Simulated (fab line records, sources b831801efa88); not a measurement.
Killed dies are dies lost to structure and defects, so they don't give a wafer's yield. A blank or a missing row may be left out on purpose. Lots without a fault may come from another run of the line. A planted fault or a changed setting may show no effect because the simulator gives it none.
fab line records | flow gf180mcu | part 2 of 2: steps 33 to 42 of 42
record lots=5 wafers=15 last_day=33
route steps=602 shown VT_IMPLANT@95 MVSD@136
lots that met no fault: from a run of the same line without faults
start_h: hours from the record's first day to the start of the lot's first wafer shown | wait_h: hours since the lot's step before | " the same as in the row above | L1.1+2: a row that stands for several wafers | - no value, or no start given | * or withheld: withheld | < > ~ a bound
route shown NAME@n: a module of which the file shows steps, and the number in the route of the first | usual: mean/standard deviation of fault-free wafers | same: alike in all rows | chamber/n: place in a boat | sites: the reading at each site | _std_site: their standard deviation | _edge_site: outer sites' mean less inner sites' | radius_mm: how far each site lies from the wafer's centre | mask NAME#n: copy n | behind: the tool/chamber that last shaped the wafer | hold: why the lot was held/for how many hours/how that ended | device: the transistor (n, p or np) that didn't switch | end of line: the same wafers' tests at the end of the route | a step without rows: its recipe alone | killed: dies lost to structure and defects at the first sort, not the wafer's yield | map: a wafer's dies, x killed, . not, _ none there
set.NAME: the setting as run; set.NAME@STEP: as run at that earlier step | model.NAME: the simulator's own value behind a step, which no gauge read
lots at some steps of the route; a table a step, a row a wafer
services: from which hour (start_h, from the record's first day; less than 0 if before it) a tool's chamber was out of use, for how many hours, and why
## steps
# step GF_VT_IMPLANT_EXPOSE_37
# recipe mask_id=Nwell_HV_AREA target_cd_nm=860 na=0.6 source_shape=conventional sigma_outer=0.6 dose_mj=140
# usual focus_offset_nm=0.0/0.46 reticle_temp_C=22.99/0.1
# columns lot.wafer tool chamber start_h wait_h mask focus_offset_nm reticle_temp_C
L084.1 iline_stepper-01 0 - - Nwell_HV_AREA#0 0.1 23.07
L084.5 " 0 " " Nwell_HV_AREA#0 0.8 23.12
L084.6 " 0 " " Nwell_HV_AREA#0 1.0 22.99
L085.2 iline_stepper-01 0 - - Nwell_HV_AREA#0 0.8 22.81
L085.3 " 0 " " Nwell_HV_AREA#0 -0.3 22.90
L085.5 " 0 " " Nwell_HV_AREA#0 -0.6 22.92
L090.3 iline_stepper-02 0 - - Nwell_HV_AREA#0 0.4 23.17
L090.5 " 0 " " Nwell_HV_AREA#0 -0.3 23.00
L090.6 " 0 " " Nwell_HV_AREA#0 -0.6 23.09
L092.3 iline_stepper-01 0 - - Nwell_HV_AREA#0 0.3 23.09
L092.4 " 0 " " Nwell_HV_AREA#0 -0.2 23.13
L092.6 " 0 " " Nwell_HV_AREA#0 0.0 22.97
L093.1 iline_stepper-01 0 - - Nwell_HV_AREA#0 -1.2 23.02
L093.4 " 0 " " Nwell_HV_AREA#0 -0.4 23.08
L093.6 " 0 " " Nwell_HV_AREA#0 -0.7 23.18
# step GF_VT_IMPLANT_PEB_38
# recipe temp_c=withheld time_s=* resist=NOVOLAK
# columns lot.wafer tool chamber start_h wait_h
L084.1+5+6 litho_track-04 0 - -
L085.2+3+5 litho_track-04 0 - -
L090.3+5+6 litho_track-03 0 - -
L092.3+4+6 litho_track-03 0 - -
L093.1+4+6 litho_track-03 0 - -
# step GF_VT_IMPLANT_DEVELOP_39
# recipe develop_time_s=60 dev_temp_c=23
# columns lot.wafer tool chamber start_h wait_h
L084.1+5+6 litho_track-04 0 225.56 0.1
L085.2+3+5 litho_track-04 0 232.44 0.1
L090.3+5+6 litho_track-03 0 261.57 0.1
L092.3+4+6 litho_track-03 0 277.22 0.1
L093.1+4+6 litho_track-03 0 286.67 0.1
# step GF_VT_IMPLANT_OVL_MEAS_40
# usual VT_IMPLANT_03_OVL=-0.1/1.7
# columns lot.wafer tool chamber start_h wait_h VT_IMPLANT_03_OVL[nm]
L084.1 overlay-01 - 225.71 0.1 0.2
L084.5 " - " " 1.0
L084.6 " - " " -0.1
L085.2 overlay-01 - 232.57 0.1 -2.5
L085.3 " - " " -1.4
L085.5 " - " " -1.2
L090.3 overlay-02 - 261.68 0.1 0.2
L090.5 " - " " 0.3
L090.6 " - " " -0.6
L092.3 overlay-02 - 277.33 0.1 2.9
L092.4 " - " " 2.5
L092.6 " - " " 0.1
L093.1 overlay-01 - 286.82 0.1 0.0
L093.4 " - " " 1.5
L093.6 " - " " 2.4
# step GF_VT_IMPLANT_IMPLANT_41
# recipe species=As energy_kev=70 dose_cm2=1.013e+12 tilt_deg=7
# usual beam_on_s=10.01/0.2
# columns lot.wafer tool chamber start_h wait_h beam_on_s
L084.1 implanter-01 0 225.75 0.0 10.45
L084.5 " 0 " " 9.96
L084.6 " 0 " " 9.90
L085.2 implanter-04 0 232.62 0.0 10.01
L085.3 " 0 " " 10.08
L085.5 " 0 " " 10.00
L090.3 implanter-01 0 261.76 0.1 10.19
L090.5 " 0 " " 10.07
L090.6 " 0 " " 10.08
L092.3 implanter-02 0 277.41 0.1 9.86
L092.4 " 0 " " 10.29
L092.6 " 0 " " 10.23
L093.1 implanter-02 0 286.86 0.0 10.08
L093.4 " 0 " " 9.81
L093.6 " 0 " " 9.66
# step GF_VT_IMPLANT_STRIP_42
# recipe chemistry=O2/N2 power_w=1400 pressure_mtorr=1500 platen_temp_c=250 o2_flow_sccm=3000 n2_flow_sccm=300 overash_fraction=0.5
# usual drypump_motor_current_A=5.5/0.55 heater_power_w=344/25 oes_product_au=0.716/0.0051 strip_time_to_endpoint_s=12.63/0.033
# columns lot.wafer tool chamber start_h wait_h drypump_motor_current_A heater_power_w oes_product_au rf_hours_counter_h strip_time_to_endpoint_s
L084.1 plasma_asher-03 1 225.90 0.1 5.5 329 0.708 11 12.62
L084.5 " 0 " " 6.2 311 0.707 - 12.64
L084.6 " 1 " " 5.5 326 0.722 - 12.62
L085.2 plasma_asher-01 1 232.75 0.1 5.1 376 0.716 36 12.66
L085.3 " 1 " " 5.1 388 0.716 - 12.62
L085.5 " 1 " " 5.1 378 0.713 - 12.63
L090.3 plasma_asher-03 1 261.89 0.1 5.5 321 0.717 - 12.61
L090.5 " 0 " " 6.2 309 0.714 - 12.67
L090.6 " 1 " " 5.5 341 0.721 - 12.62
L092.3 plasma_asher-02 1 277.54 0.1 4.7 347 0.721 - 12.58
L092.4 " 0 " " 5.0 354 0.716 - 12.58
L092.6 " 0 " " 5.1 352 0.724 - 12.57
L093.1 plasma_asher-03 0 287.01 0.1 6.2 318 0.711 19 12.55
L093.4 " 1 " " 5.5 326 0.718 - 12.58
L093.6 " 0 " " 6.2 313 0.710 - 12.56
# step GF_VT_IMPLANT_TW_MEAS_43
# usual VT_IMPLANT_4_TW=697/7
# columns lot.wafer tool chamber start_h wait_h VT_IMPLANT_4_TW
L084.1 film_metro-03 - 226.00 0.1 692
L084.5 " - " " 691
L084.6 " - " " 690
L085.2 film_metro-02 - 232.86 0.1 694
L085.3 " - " " 694
L085.5 " - " " 692
L090.3 film_metro-04 - 261.98 0.1 703
L090.5 " - " " 703
L090.6 " - " " 704
L092.3 film_metro-03 - 277.63 0.1 699
L092.4 " - " " 695
L092.6 " - " " 694
L093.1 film_metro-02 - 287.11 0.1 697
L093.4 " - " " 693
L093.6 " - " " 691
# step GF_VT_IMPLANT_CLEAN_44
# recipe chemistry=SC1/SC2 mix=1:4:20 temp_c=70 time_s=150 dry=n2_spin
# columns lot.wafer tool chamber start_h wait_h
L084.1+5+6 wet_bench-01 1 226.06 0.1
L085.2+3+5 wet_bench-04 3 232.91 0.0
L090.3+5+6 wet_bench-01 0 262.02 0.0
L092.3+4+6 wet_bench-03 2 277.67 0.0
L093.1+4+6 wet_bench-03 1 287.17 0.1
# step GF_VT_IMPLANT_RTA_45
# recipe temp_c=1050 time_s=30 ambient=N2
# usual lamp_power_pct=31/4.1 wafer_temp_C_max=1055.9/1.5
# columns lot.wafer tool chamber start_h wait_h lamp_power_pct wafer_temp_C_max
L084.1 rtp_anneal-02 0 226.11 0.0 35 1058.7
L084.5 " 0 " " 35 1055.8
L084.6 " 0 " " 35 1058.1
L085.2 rtp_anneal-02 0 232.98 0.0 35 1055.8
L085.3 " 0 " " 35 1055.9
L085.5 " 0 " " 35 1056.2
L090.3 rtp_anneal-02 0 262.10 0.0 35 1056.5
L090.5 " 0 " " 35 1056.7
L090.6 " 0 " " 35 1057.0
L092.3 rtp_anneal-01 0 277.76 0.0 27 1054.9
L092.4 " 0 " " 27 1056.1
L092.6 " 0 " " 27 1053.9
L093.1 rtp_anneal-02 0 287.22 0.0 35 1057.1
L093.4 " 0 " " 35 1056.7
L093.6 " 0 " " 35 1057.0
# step GF_VT_IMPLANT_RS_MEAS_46
# recipe thk_meas_gauge=four-point-probe
# usual MVSD_RS=456.5/1.3
# columns lot.wafer tool chamber start_h wait_h MVSD_RS[ohm/sq]
L084.1 film_metro-02 - 226.21 0.1 456.0
L084.5 " - " " 456.8
L084.6 " - " " 456.5
L085.2 film_metro-02 - 233.08 0.1 456.3
L085.3 " - " " 455.9
L085.5 " - " " 455.5
L090.3 film_metro-02 - 262.21 0.1 456.7
L090.5 " - " " 456.9
L090.6 " - " " 458.5
L092.3 film_metro-04 - 277.86 0.1 456.9
L092.4 " - " " 455.4
L092.6 " - " " 454.2
L093.1 film_metro-01 - 287.32 0.1 458.5
L093.4 " - " " 459.2
L093.6 " - " " 459.0
## services
# columns tool chamber start_h hours kind
implanter-02 - 155.31 11.8 pm
iline_stepper-02 - 174.62 1.7 pm
litho_track-02 - 176.18 - consumable_replace:filter
implanter-01 - 184.75 1.2 repair
implanter-04 - 201.52 1.8 repair
implanter-01 - 207.64 3.5 pm
implanter-02 - 212.05 24.7 pm
iline_stepper-01 0 225.44 - calibration
implanter-04 - 236.02 1.6 repair
plasma_asher-02 - 245.23 14.6 pm
iline_stepper-01 - 252.84 9.2 repair
iline_stepper-01 - 262.58 1.7 pm
plasma_asher-02 - 268.67 2.8 pm
plasma_asher-02 - 280.43 8.7 repair
iline_stepper-01 - 284.26 5.1 repair
